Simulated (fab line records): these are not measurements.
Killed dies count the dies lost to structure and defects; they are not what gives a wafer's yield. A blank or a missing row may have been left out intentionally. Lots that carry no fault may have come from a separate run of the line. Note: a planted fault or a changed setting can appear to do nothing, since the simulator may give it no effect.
A lot that was struck, set against a sound lot	flow sky130	38 out of 708 route steps
Sound: these wafers, L796.2, L796.4, L796.5. Struck: wafer L792.6 (L792.2, L792.5, from the same lot, were not struck and are left out); the cause is given at the end.
Order at every step that has rows: each side's tool, ch and its chambers, its first start. Under that, the readings that differ: sound wafers	struck wafers	difference of the means	sigmas: that difference in standard deviations of wafers without a fault.
alike: readings whose means differ by less than 2 such deviations, and words and numbers that are the same on both sides. not compared: withheld readings, readings that some wafer has no value for, bounds like >300 that may hide the same value, and numbers for which the record gives no deviation and whose values overlap.
Wherever a step has rows on one side only, a row that says differs or no value, or a row with sigmas, the two part there. Numbers that don't overlap but have no deviation are shown without sigmas and don't part them. Lack of a reading on every wafer of one side parts them only where that side has two or more wafers.

first, 9 steps without rows for these wafers: SKY_VIA3_SPUTTER_20 (material TiN, target thk 20 nm, time 80 s); SKY_VIA3_CVD_21 (deposits W, target thk 390 nm, time 117.31 s); SKY_VIA3_CMP_24 (polishes, stops on SiO2, t overpolish 20 s, target thk 0 nm); SKY_METAL4_SPUTTER_00 (material Ti, target thk 15 nm, time 10 s); SKY_METAL4_SPUTTER_01 (material TiN, target thk 20 nm, time 16.7 s); SKY_METAL4_SPUTTER_02 (material AlCu, target thk 735 nm, time 39.1 s); SKY_METAL4_SPUTTER_03 (material Ti, target thk 5 nm, time 3.3 s); SKY_METAL4_SPUTTER_04 (material TiN, target thk 70 nm, time 58.3 s); SKY_CAP2M_CVD_00 (deposits SiO2, target thk 15.5 nm).
SKY_CAP2M_SPUTTER_02: material TiN, target thk 200 nm, time 166.7 s.
  sound: pvd-sputter-01 at day 46 22:33; struck: pvd-sputter-03 at day 44 23:38
reading	sound	struck	difference	sigmas
chamber-pressure-pa (Pa)	0.4000 0.3996 0.4013	0.3986	-0.0017	-2
model.TiN_of_CAP2M_SPUTTER_02.thk-nm (nm)	202.6 198.8 195.9	132	-67	
  alike: throttle-valve-pct
SKY_CAP2M_RS_MEAS_03: measurement is done with a four-point probe.
  sound: film-metro-01 at day 46 22:40; struck: film-metro-03 at day 44 23:46
reading	sound	struck	difference	sigmas
CAP2M_TIN_RS (ohm/sq)	6.85 6.98 7.07	10.57	+3.60	+37
SKY_CAP2M_THK_MEAS_04: measures by xrf.
  sound: film-metro-01 at day 46 22:47; struck: film-metro-03 at day 44 23:52
reading	sound	struck	difference	sigmas
CAP2M_TIN_THK (nm)	201.6 198.1 195.1	131.9	-66.4	-26
then, 7 steps without rows for these wafers: SKY_CAP2M_DEHYDRATE_05 (time 60 s); SKY_CAP2M_HMDS_06 (prime time 60 s); SKY_CAP2M_COAT_07 (resist thk 1140 nm); SKY_CAP2M_SOFTBAKE_08 (time 60 s); SKY_CAP2M_EXPOSE_09 (exposes mask CAP2M, target cd 1000 nm); SKY_CAP2M_PEB_10; SKY_CAP2M_DEVELOP_11 (develop time 60 s).
SKY_CAP2M_METAL_ETCH_13: etches TiN in Cl2/BCl3, stops on SiO2, target depth 220 nm, time 62.9 s.
  sound on rie-metal-01 ch 0,1, day 47 17:31; struck on rie-metal-01 ch 1, day 45 20:17
reading	sound	struck	difference	sigmas
oes-product-au (a.u.)	0.950 0.933 0.924	0.752	-0.184	-20
throttle-valve-pct (%)	21.885 21.908 21.905	22.028	+0.129	+12
  alike: drypump-motor-current-A
  not compared: rf-hours-counter-h
then, 16 steps without rows for these wafers: SKY_CAP2M_STRIP_14 (strips in O2/N2); SKY_CAP2M_STRIP_15 (strips in post etch residue remover, time 1200 s); SKY_CAP2M_CLEAN_16 (cleans in IPA, time 180 s); SKY_CAP2M_CLEAN_17 (cleans in O3/DIW); SKY_METAL4_DEHYDRATE_05 (time 60 s); SKY_METAL4_HMDS_06 (prime time 60 s); SKY_METAL4_COAT_07 (resist thk 60 nm); SKY_METAL4_COAT_08 (resist thk 1140 nm); SKY_METAL4_SOFTBAKE_09 (time 90 s); SKY_METAL4_EXPOSE_10 (exposes mask MM4, target cd 300 nm); SKY_METAL4_PEB_11; SKY_METAL4_DEVELOP_12 (develop time 60 s); SKY_METAL4_DESCUM_15 (chemistry O2, time 8 s); SKY_METAL4_ETCH_16 (etches BARC in N2/H2, stops on SiO2, time 88.2 s, target depth 60 nm); SKY_METAL4_ETCH_17 (etches SiO2 in C4F8/O2/Ar, stops on TiN, time 3.9 s, target depth 15 nm); SKY_METAL4_METAL_ETCH_18 (etches the open film in Cl2/BCl3, stops on SiO2, target depth 845 nm, time 183.1 s).
SKY_METAL4_STRIP_20: strips in post etch residue remover, time 1200 s.
  sound on wet-bench-03 ch 1, day 48 14:23; struck on wet-bench-02 ch 1, day 46 17:05
reading	sound	struck	difference	sigmas
model.TiN_of_CAP2M_SPUTTER_02.thk-nm (nm)	201.7 197.9 195	131.1	-67.1	
  alike: temp-c
-- the record jumps here: 3 days lie between the struck wafers' starts before and after (it left off in module METAL4 and takes up again in module PAD_OPEN, whose first step shown is number 708 of the route) --
SKY_PAD_OPEN_PROBE_99:
  sound: prober-02 at day 51 12:05; struck: prober-01 at day 50 00:47
reading	sound	struck	difference	sigmas
model.etest.cap-mim2.plate-ohm-sq	5.91 6.05 6.13	9.121	+3.091	
model.etest.cap-mim2.bv-v (V)	14.13 13.66 14.3	12.1	-1.9	
model.etest.cap-mim2.leak-log10-a-cm2	-9.009 -8.875 -9.021	-8.241	+0.727	
  alike: defect-limited-yield, killed_at_M0_to_M3, killed_at_M4_up, killed-at-contacts, killed-at-front-end, killed-at-other, killed-dies, killed-open, killed-short, sort_bin_3_pad_short, sort_bin_5_function, sort_bin_6_memory, sort-n-pass, sort-yield-pct

== WHERE THEY PART ==
Earliest at SKY_CAP2M_SPUTTER_02; latest, in this record, at SKY_CAP2M_METAL_ETCH_13. Later steps at which nothing parts them and some readings are alike: SKY_METAL4_STRIP_20, SKY_PAD_OPEN_PROBE_99.

WHY: the cause the simulator had injected
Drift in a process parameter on pvd-sputter-03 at SKY_CAP2M_SPUTTER_02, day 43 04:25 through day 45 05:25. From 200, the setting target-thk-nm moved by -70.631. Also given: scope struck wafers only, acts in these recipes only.
